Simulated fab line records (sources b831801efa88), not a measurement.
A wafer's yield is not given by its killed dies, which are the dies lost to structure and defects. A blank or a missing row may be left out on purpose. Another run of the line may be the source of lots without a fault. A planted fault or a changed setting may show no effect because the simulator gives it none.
Which tool is to blame? || flow gf180mcu || Sampling: 14 lots, 42 wafers, 4 of 602 route steps

WHAT THE GAUGES READ, wafer by wafer
GF_POLY_GATE_THK_MEAS_17. Usual: POLY_GATE_OXIDATION_THK gives 3.98 nm (standard deviation 0.096).
{"lot": "L652", "measured": "day 9 20:23", "on": "film metro-02", "POLY_GATE_OXIDATION_THK (nm)": "3.89 3.98 3.94", "flag": ""}
{"lot": "L653", "measured": "day 9 20:23", "on": "film metro-03", "POLY_GATE_OXIDATION_THK (nm)": "3.86 3.93 3.99", "flag": ""}
{"lot": "L654", "measured": "day 10 00:01", "on": "film metro-03", "POLY_GATE_OXIDATION_THK (nm)": "3.85 3.89 3.88", "flag": ""}
{"lot": "L657", "measured": "day 11 09:16", "on": "film metro-03", "POLY_GATE_OXIDATION_THK (nm)": "4.06 3.98 3.99", "flag": ""}
{"lot": "L659", "measured": "day 11 12:41", "on": "film metro-04", "POLY_GATE_OXIDATION_THK (nm)": "4.01 3.93 3.97", "flag": ""}
{"lot": "L660", "measured": "day 12 05:05", "on": "film metro-03", "POLY_GATE_OXIDATION_THK (nm)": "3.89 3.94 3.94", "flag": ""}
{"lot": "L662", "measured": "day 12 16:44", "on": "film metro-04", "POLY_GATE_OXIDATION_THK (nm)": "4.06 4.08 4.01", "flag": ""}
{"lot": "L663", "measured": "day 12 19:40", "on": "film metro-03", "POLY_GATE_OXIDATION_THK (nm)": "3.96 4.06 3.93", "flag": ""}
{"lot": "L664", "measured": "day 13 05:22", "on": "film metro-02", "POLY_GATE_OXIDATION_THK (nm)": "4.11 4.06 4.04", "flag": ""}
{"lot": "L667", "measured": "day 13 19:50", "on": "film metro-03", "POLY_GATE_OXIDATION_THK (nm)": "3.98 3.92 3.96", "flag": ""}
{"lot": "L668", "measured": "day 14 10:01", "on": "film metro-03", "POLY_GATE_OXIDATION_THK (nm)": "4.06 3.96 4.04", "flag": ""}
{"lot": "L670", "measured": "day 14 22:41", "on": "film metro-04", "POLY_GATE_OXIDATION_THK (nm)": "4.03 4.03 4.11", "flag": ""}
{"lot": "L673", "measured": "day 16 00:59", "on": "film metro-03", "POLY_GATE_OXIDATION_THK (nm)": "3.92 3.86 3.88", "flag": ""}
{"lot": "L674", "measured": "day 16 05:05", "on": "film metro-04", "POLY_GATE_OXIDATION_THK (nm)": "4.08 4.08 4.11", "flag": ""}

GF_V1_BOW_MEAS_05. Usual: V1_BOW gives 85 um (standard deviation 8.7).
{"lot": "L652", "measured": "day 17 22:55", "on": "film metro-02", "V1_BOW (um)": "74 75 79", "flag": ""}
{"lot": "L653", "measured": "day 17 22:19", "on": "film metro-02", "V1_BOW (um)": "79 84 94", "flag": ""}
{"lot": "L654", "measured": "day 18 02:21", "on": "film metro-03", "V1_BOW (um)": "76 80 70", "flag": ""}
{"lot": "L657", "measured": "day 19 17:58", "on": "film metro-02", "V1_BOW (um)": "72 80 74", "flag": ""}
{"lot": "L659", "measured": "day 20 03:16", "on": "film metro-02", "V1_BOW (um)": "83 105 95", "flag": ""}
{"lot": "L660", "measured": "day 20 23:37", "on": "film metro-02", "V1_BOW (um)": "84 84 90", "flag": ""}
{"lot": "L662", "measured": "day 21 11:39", "on": "film metro-02", "V1_BOW (um)": "70 78 69", "flag": ""}
{"lot": "L663", "measured": "day 21 15:50", "on": "film metro-03", "V1_BOW (um)": "76 80 87", "flag": ""}
{"lot": "L664", "measured": "day 22 03:06", "on": "film metro-02", "V1_BOW (um)": "86 90 82", "flag": ""}
{"lot": "L667", "measured": "day 22 19:13", "on": "film metro-02", "V1_BOW (um)": "82 77 85", "flag": ""}
{"lot": "L668", "measured": "day 23 11:10", "on": "film metro-03", "V1_BOW (um)": "76 79 80", "flag": ""}
{"lot": "L670", "measured": "day 24 01:00", "on": "film metro-02", "V1_BOW (um)": "102 109 100", "flag": ""}
{"lot": "L673", "measured": "day 25 03:32", "on": "film metro-03", "V1_BOW (um)": "87 90 92", "flag": ""}
{"lot": "L674", "measured": "day 25 07:23", "on": "film metro-02", "V1_BOW (um)": "70 80 69", "flag": ""}

WHICH TOOL RAN EACH LOT (tool, then ch and the chambers of the sampled wafers, then the start)
{"lot": "L652", "GF_CONTACT_STRIP_18": "plasma asher-02 ch 0,1, day 16 20:24", "GF_CONTACT_SPUTTER_22": "pvd sputter-04, day 16 20:53"}
{"lot": "L653", "GF_CONTACT_STRIP_18": "plasma asher-04 ch 1, day 16 20:31", "GF_CONTACT_SPUTTER_22": "pvd sputter-01, day 16 20:49"}
{"lot": "L654", "GF_CONTACT_STRIP_18": "plasma asher-02 ch 0,1, day 17 00:40", "GF_CONTACT_SPUTTER_22": "pvd sputter-03, day 17 00:56"}
{"lot": "L657", "GF_CONTACT_STRIP_18": "plasma asher-02 ch 0,1, day 18 15:10", "GF_CONTACT_SPUTTER_22": "pvd sputter-03, day 18 15:28"}
{"lot": "L659", "GF_CONTACT_STRIP_18": "plasma asher-02 ch 0,1, day 19 00:13", "GF_CONTACT_SPUTTER_22": "pvd sputter-01, day 19 00:29"}
{"lot": "L660", "GF_CONTACT_STRIP_18": "plasma asher-04 ch 0,1, day 19 20:42", "GF_CONTACT_SPUTTER_22": "pvd sputter-01, day 19 21:05"}
{"lot": "L662", "GF_CONTACT_STRIP_18": "plasma asher-02 ch 0,1, day 20 09:46", "GF_CONTACT_SPUTTER_22": "pvd sputter-04, day 20 10:02"}
{"lot": "L663", "GF_CONTACT_STRIP_18": "plasma asher-02 ch 0,1, day 20 13:28", "GF_CONTACT_SPUTTER_22": "pvd sputter-01, day 20 13:45"}
{"lot": "L664", "GF_CONTACT_STRIP_18": "plasma asher-04 ch 0,1, day 21 00:50", "GF_CONTACT_SPUTTER_22": "pvd sputter-04, day 21 01:08"}
{"lot": "L667", "GF_CONTACT_STRIP_18": "plasma asher-02 ch 0,1, day 21 16:53", "GF_CONTACT_SPUTTER_22": "pvd sputter-01, day 21 17:11"}
{"lot": "L668", "GF_CONTACT_STRIP_18": "plasma asher-02 ch 0,1, day 22 09:21", "GF_CONTACT_SPUTTER_22": "pvd sputter-01, day 22 09:39"}
{"lot": "L670", "GF_CONTACT_STRIP_18": "plasma asher-01 ch 0,1, day 22 23:40", "GF_CONTACT_SPUTTER_22": "pvd sputter-04, day 22 23:59"}
{"lot": "L673", "GF_CONTACT_STRIP_18": "plasma asher-04 ch 0,1, day 24 02:52", "GF_CONTACT_SPUTTER_22": "pvd sputter-03, day 24 03:10"}
{"lot": "L674", "GF_CONTACT_STRIP_18": "plasma asher-04 ch 0, day 24 07:15", "GF_CONTACT_SPUTTER_22": "pvd sputter-04, day 24 07:32"}
- GF_CONTACT_STRIP_18: strips in O2/N2.
- GF_CONTACT_SPUTTER_22: material Ti, target thk 15 nm, time 80.02 s.

AS READ BY THE TOOLS THEMSELVES (means over the sampled wafers that have a number; for cases with no such wafer, the mark the record gives instead)
GF_CONTACT_STRIP_18. Usual: drypump motor current A 6.1 A, standard deviation 0.54; heater power w 334 W, standard deviation 34; oes product au 0.581 a.u., standard deviation 0.0049.
{"lot": "L652", "tool": "plasma asher-02", "drypump motor current A (A)": 6.6, "heater power w (W)": 358, "oes product au (a.u.)": 0.581, "flag": ""}
{"lot": "L653", "tool": "plasma asher-04", "drypump motor current A (A)": 5.6, "heater power w (W)": 348, "oes product au (a.u.)": 0.582, "flag": ""}
{"lot": "L654", "tool": "plasma asher-02", "drypump motor current A (A)": 6.6, "heater power w (W)": 354, "oes product au (a.u.)": 0.578, "flag": ""}
{"lot": "L657", "tool": "plasma asher-02", "drypump motor current A (A)": 6.6, "heater power w (W)": 358, "oes product au (a.u.)": 0.574, "flag": ""}
{"lot": "L659", "tool": "plasma asher-02", "drypump motor current A (A)": 6.7, "heater power w (W)": 359, "oes product au (a.u.)": 0.586, "flag": ""}
{"lot": "L660", "tool": "plasma asher-04", "drypump motor current A (A)": 5.4, "heater power w (W)": 294, "oes product au (a.u.)": 0.578, "flag": ""}
{"lot": "L662", "tool": "plasma asher-02", "drypump motor current A (A)": 6.7, "heater power w (W)": 355, "oes product au (a.u.)": 0.582, "flag": ""}
{"lot": "L663", "tool": "plasma asher-02", "drypump motor current A (A)": 6.6, "heater power w (W)": 355, "oes product au (a.u.)": 0.578, "flag": ""}
{"lot": "L664", "tool": "plasma asher-04", "drypump motor current A (A)": 5.5, "heater power w (W)": 293, "oes product au (a.u.)": 0.586, "flag": ""}
{"lot": "L667", "tool": "plasma asher-02", "drypump motor current A (A)": 6.7, "heater power w (W)": 359, "oes product au (a.u.)": 0.582, "flag": ""}
{"lot": "L668", "tool": "plasma asher-02", "drypump motor current A (A)": 6.7, "heater power w (W)": 354, "oes product au (a.u.)": 0.583, "flag": ""}
{"lot": "L670", "tool": "plasma asher-01", "drypump motor current A (A)": 5.8, "heater power w (W)": 312, "oes product au (a.u.)": 0.581, "flag": ""}
{"lot": "L673", "tool": "plasma asher-04", "drypump motor current A (A)": 5.5, "heater power w (W)": 296, "oes product au (a.u.)": 0.581, "flag": ""}
{"lot": "L674", "tool": "plasma asher-04", "drypump motor current A (A)": 5.4, "heater power w (W)": 264, "oes product au (a.u.)": 0.581, "flag": ""}

GF_CONTACT_SPUTTER_22. Usual: chamber pressure pa 5.000 Pa, standard deviation 0.011; throttle valve pct 29.8 %, standard deviation 0.94.
{"lot": "L652", "tool": "pvd sputter-04", "chamber pressure pa (Pa)": 5.003, "throttle valve pct (%)": 30.4, "flag": ""}
{"lot": "L653", "tool": "pvd sputter-01", "chamber pressure pa (Pa)": 5.011, "throttle valve pct (%)": 29.0, "flag": ""}
{"lot": "L654", "tool": "pvd sputter-03", "chamber pressure pa (Pa)": 5.005, "throttle valve pct (%)": 29.3, "flag": ""}
{"lot": "L657", "tool": "pvd sputter-03", "chamber pressure pa (Pa)": 4.988, "throttle valve pct (%)": 31.0, "flag": ""}
{"lot": "L659", "tool": "pvd sputter-01", "chamber pressure pa (Pa)": 5.000, "throttle valve pct (%)": 29.7, "flag": ""}
{"lot": "L660", "tool": "pvd sputter-01", "chamber pressure pa (Pa)": 4.996, "throttle valve pct (%)": 29.0, "flag": ""}
{"lot": "L662", "tool": "pvd sputter-04", "chamber pressure pa (Pa)": 5.005, "throttle valve pct (%)": 30.4, "flag": ""}
{"lot": "L663", "tool": "pvd sputter-01", "chamber pressure pa (Pa)": 5.004, "throttle valve pct (%)": 29.8, "flag": ""}
{"lot": "L664", "tool": "pvd sputter-04", "chamber pressure pa (Pa)": 5.007, "throttle valve pct (%)": 30.4, "flag": ""}
{"lot": "L667", "tool": "pvd sputter-01", "chamber pressure pa (Pa)": 4.567, "throttle valve pct (%)": 30.5, "flag": "OFF"}
{"lot": "L668", "tool": "pvd sputter-01", "chamber pressure pa (Pa)": 4.575, "throttle valve pct (%)": 30.4, "flag": "OFF"}
{"lot": "L670", "tool": "pvd sputter-04", "chamber pressure pa (Pa)": 4.995, "throttle valve pct (%)": 30.0, "flag": ""}
{"lot": "L673", "tool": "pvd sputter-03", "chamber pressure pa (Pa)": 4.998, "throttle valve pct (%)": 31.0, "flag": ""}
{"lot": "L674", "tool": "pvd sputter-04", "chamber pressure pa (Pa)": 4.988, "throttle valve pct (%)": 29.6, "flag": ""}

THE ANSWER, worked out from the rows above alone
Rule: lot off if the mean of its wafers having a number is beyond 3 standard deviations from the usual mean. A lot without any number at a reading at which 4 lots or more have one is off too. All remaining lots with rows at the step are treated as sound. First the gauges in route order, then the tools' own readings, where a lot's mean is used as printed above. The first step at which some lot is off is used, and at that step the reading that is off furthest; a lot without a number counts as furthest.
Off at GF_CONTACT_SPUTTER_22 (chamber pressure pa): L667, L668.
If a tool, at that step or one of the process steps before it, ran each lot that is off and ran no sound lot following the first of them, it fits. This does not decide it: 2 tools fit, namely plasma asher-02 at GF_CONTACT_STRIP_18 and pvd sputter-01 at GF_CONTACT_SPUTTER_22.

WHAT THE SIMULATOR PUT IN
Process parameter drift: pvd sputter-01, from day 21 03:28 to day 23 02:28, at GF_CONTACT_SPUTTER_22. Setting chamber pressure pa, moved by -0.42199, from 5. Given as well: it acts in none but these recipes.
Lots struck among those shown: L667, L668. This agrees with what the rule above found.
